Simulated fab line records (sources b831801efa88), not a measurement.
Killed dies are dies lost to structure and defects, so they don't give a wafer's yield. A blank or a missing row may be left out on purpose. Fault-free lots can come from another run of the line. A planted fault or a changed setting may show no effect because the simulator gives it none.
The same fault as seen by 2 desks -- flow gf180mcu -- numbers are kept per desk, each desk with only its own; the story behind them comes last

FOR THE TOOL OWNER'S DESK: cvd w-02
The tool's own readings at GF_V2_CVD_23 (deposits W, target thk 350 nm, time 104.94 s): means of the sampled wafers that have a number, for each lot that ran on this tool. Marked OUT: a lot whose mean sits more than 4 standard deviations from the usual mean, which makes it out of limits; the brackets give that distance.
Columns: A = heater power w at GF_V2_CVD_23, usual 912 W
lot,first seen here,A
L273,day 21 14:26,926
L275,day 22 05:50,930
L277,day 23 07:20,934
L278,day 23 11:34,910
L287,day 26 20:22,932
L291,day 27 22:48,948
L293,day 28 05:28,938
Result from this desk: across the 7 lots, nothing is out of limits.

FROM THE METROLOGY DESK
What the gauges read, lot by lot, whatever tool the lot ran on: means of the sampled wafers that have a number. Marked OUT: a lot whose mean sits more than 4 standard deviations from the usual mean, which makes it out of limits; the brackets give that distance.
Columns: A = V2_W_RS at GF_V2_RS_MEAS_24, usual 0.330 ohm/sq; B = V2_W_THK at GF_V2_THK_MEAS_25, usual 341 nm
lot,first seen here,A,B
L272,day 21 00:32,0.333,342
L273,day 21 14:32,0.330,346
L275,day 22 05:58,0.331,343
L277,day 23 07:26,0.318,354
L278,day 23 11:40,0.325,348
L283,day 25 01:51,0.331,343
L285,day 25 22:10,0.329,338
L287,day 26 20:30,0.332,339
L291,day 27 22:56,0.329,339
L293,day 28 05:35,0.330,341
L294,day 28 17:20,0.332,341
Result from this desk: across the 11 lots, nothing is out of limits.

BROUGHT TOGETHER
The desk of the tool owner found nothing out of limits.
Metrology desk: nothing out of limits seen.

WHAT THE SIMULATOR PUT IN
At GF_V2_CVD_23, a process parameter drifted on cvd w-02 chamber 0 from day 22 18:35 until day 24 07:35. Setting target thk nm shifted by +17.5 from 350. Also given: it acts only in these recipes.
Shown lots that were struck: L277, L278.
